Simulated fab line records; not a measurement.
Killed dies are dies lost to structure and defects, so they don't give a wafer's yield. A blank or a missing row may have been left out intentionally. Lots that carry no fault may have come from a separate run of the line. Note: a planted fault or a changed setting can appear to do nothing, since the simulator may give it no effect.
2 desks, one fault || flow gf180mcu || each desk holds nothing but its own numbers, with what lay behind them at the end

== FOR THE TOOL OWNER'S DESK: krf-scanner-01 ==
The tool's own readings at GF_M4_EXPOSE_11 (exposes mask Metal4, target cd 280 nm): means of the sampled wafers that have a number, for each lot that ran on this tool. Marked OUT: a lot whose mean sits more than 4 standard deviations from the usual mean, which makes it out of limits; the brackets give that distance.
Columns: A = exposure-dose-mJ-cm2 at GF_M4_EXPOSE_11, usual 27.99; B = reticle-temp-C at GF_M4_EXPOSE_11, usual 23.01 C; C = stage-vel-mm-s at GF_M4_EXPOSE_11, usual 499.95 mm/s
{"lot": "L835", "first seen here": "day 23 18:23", "A": 28.00, "B": 22.90, "C": 500.04}
{"lot": "L839", "first seen here": "day 25 08:26", "A": 28.04, "B": 22.91, "C": 499.94}
{"lot": "L845", "first seen here": "day 26 22:31", "A": "29.46 (+41) OUT", "B": 23.04, "C": 499.83}
{"lot": "L846", "first seen here": "day 27 05:41", "A": "29.48 (+41) OUT", "B": 23.04, "C": 499.86}
{"lot": "L848", "first seen here": "day 27 19:31", "A": "28.98 (+28) OUT", "B": 23.04, "C": 499.95}
{"lot": "L849", "first seen here": "day 28 08:34", "A": "28.80 (+22) OUT", "B": 23.07, "C": 499.91}
This desk finds L845, L846, L848, L849 out of limits, L845 being first, at day 26 22:31 (exposure-dose-mJ-cm2 at GF_M4_EXPOSE_11). Within limits: L835, L839.

== AT THE METROLOGY DESK ==
What the gauges read, lot by lot, whatever tool the lot ran on: means of the sampled wafers that have a number. Marked OUT: a lot whose mean sits more than 4 standard deviations from the usual mean, which makes it out of limits; the brackets give that distance.
Columns: A = cd-nm at GF_M4_CD_MEAS_14, usual 280.2 nm; B = V4_CVD_00_THK at GF_V4_THK_MEAS_01, usual 597 nm
{"lot": "L835", "first seen here": "day 24 05:38", "A": 278.8, "B": 593}
{"lot": "L838", "first seen here": "day 25 03:28", "A": 280.7, "B": 596}
{"lot": "L839", "first seen here": "day 25 19:01", "A": 280.4, "B": 598}
{"lot": "L840", "first seen here": "day 26 03:58", "A": 280.5, "B": 597}
{"lot": "L843", "first seen here": "day 26 19:59", "A": 281.5, "B": 593}
{"lot": "L844", "first seen here": "day 27 05:05", "A": 280.9, "B": 597}
{"lot": "L845", "first seen here": "day 27 08:47", "A": "272.0 (-8.5) OUT", "B": 602}
{"lot": "L846", "first seen here": "day 27 15:43", "A": "272.3 (-8.2) OUT", "B": 591}
{"lot": "L848", "first seen here": "day 28 05:27", "A": "273.8 (-6.6) OUT", "B": 594}
{"lot": "L849", "first seen here": "day 28 17:52", "A": "276.2 (-4.2) OUT", "B": 589}
{"lot": "L851", "first seen here": "day 29 06:13", "A": 280.6, "B": 604}
{"lot": "L858", "first seen here": "day 31 04:46", "A": 280.1, "B": 592}
This desk finds L845, L846, L848, L849 out of limits, L845 being first, at day 27 08:47 (cd-nm at GF_M4_CD_MEAS_14). Within limits: L835, L838, L839, L840, L843, L844, L851, L858.

== BROUGHT TOGETHER ==
The tool owner's desk could have raised an alarm at day 26 22:31, on L845, L846, L848, L849.
L845, L846, L848, L849 would have let the metrology desk raise an alarm at day 27 08:47.
The lots listed all ran GF_M4_EXPOSE_11 on krf-scanner-01.

== WHAT THE SIMULATOR HAD PUT IN ==
Process parameter drift: krf-scanner-01, from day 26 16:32 on, at GF_M4_EXPOSE_11. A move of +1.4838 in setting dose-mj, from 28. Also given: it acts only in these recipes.
Lots struck among those shown: L845, L846, L848, L849.
Hours from the fault's start to each desk's first reading out of limits: the tool owner's desk, 6; the metrology desk, 16.
